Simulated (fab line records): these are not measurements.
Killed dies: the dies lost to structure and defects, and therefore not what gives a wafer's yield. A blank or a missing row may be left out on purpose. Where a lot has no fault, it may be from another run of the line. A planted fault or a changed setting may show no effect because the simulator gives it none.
Matching of chambers + flow gf180mcu + rie-diel-04 running GF_CONTACT_ETCH_16: 4 sister chambers
The step etches BARC in N2/H2. 14 wafers are shown with their chamber, then 7 later ones without.

WAFERS, EACH WITH ITS CHAMBER
| wafer  | chamber | drypump-motor-current-A (A) | throttle-valve-pct (%) | oes-product-au (a.u.) |
|--------|---------|-----------------------------|------------------------|-----------------------|
| L683.1 | 2       | 4.7                         | 13.231                 | 0.862                 |
| L683.4 | 3       | 6.4                         | 13.225                 | 0.852                 |
| L683.6 | 0       | 5.6                         | 13.220                 | 0.859                 |
| L684.3 | 2       | 4.7                         | 13.229                 | 0.865                 |
| L684.4 | 3       | 6.4                         | 13.227                 | 0.860                 |
| L684.6 | 3       | 6.3                         | 13.221                 | 0.857                 |
| L687.1 | 0       | 5.6                         | 13.219                 | 0.862                 |
| L687.5 | 0       | 5.6                         | 13.222                 | 0.849                 |
| L687.6 | 1       | 5.2                         | 13.236                 | 0.856                 |
| L690.3 | 0       | 5.7                         | 13.228                 | 0.854                 |
| L690.4 | 1       | 5.2                         | 13.230                 | 0.865                 |
| L690.5 | 0       | 5.6                         | 13.222                 | 0.852                 |
| L695.1 | 3       | 6.3                         | 13.237                 | 0.862                 |
| L695.4 | 0       | 5.7                         | 13.209                 | 0.856                 |

SIGNATURES, as means of the wafers listed above
| reading                 | chamber 0 | chamber 1 | chamber 2 | chamber 3 | scatter within a chamber |
|-------------------------|-----------|-----------|-----------|-----------|--------------------------|
| drypump-motor-current-A | 5.633     | 5.200     | 4.700     | 6.350     | 0.0483                   |
| throttle-valve-pct      | 13.22000  | 13.23300  | 13.23000  | 13.22750  | 0.00594                  |
| oes-product-au          | 0.85533   | 0.86050   | 0.86350   | 0.85775   | 0.00462                  |
Rule: for a wafer and a chamber, the distance is found by dividing, reading by reading, the gap between the wafer's reading and the chamber's mean by the reading's scatter, squaring, summing and taking the root. The wafer belongs to the nearest chamber; if the next one is less than 2 further off, it can't be placed. The scatter: the root of (the sum of the squares of (reading less its chamber's mean) over the shown wafers, divided by (wafers less chambers)).

WAFERS WITH NO CHAMBER GIVEN
| wafer  | drypump-motor-current-A (A) | throttle-valve-pct (%) | oes-product-au (a.u.) |
|--------|-----------------------------|------------------------|-----------------------|
| L695.5 | 5.7                         | 13.232                 | 0.851                 |
| L699.1 | 5.7                         | 13.211                 | 0.854                 |
| L699.3 | 6.3                         | 13.227                 | 0.862                 |
| L699.5 | 6.3                         | 13.207                 | 0.859                 |
| L701.1 | 5.3                         | 13.232                 | 0.849                 |
| L701.2 | 4.7                         | 13.228                 | 0.848                 |
| L701.3 | 6.3                         | 13.237                 | 0.848                 |

THE CHAMBER EACH PASSED THROUGH
| wafer  | from the rows above | in truth |
|--------|---------------------|----------|
| L695.5 | 0                   | 0        |
| L699.1 | 0                   | 0        |
| L699.3 | 3                   | 3        |
| L699.5 | 3                   | 3        |
| L701.1 | 1                   | 1        |
| L701.2 | 2                   | 2        |
| L701.3 | 3                   | 3        |
Placed correctly: 7 of 7. Left unplaced by these rows: 0. 0 placed wrongly.
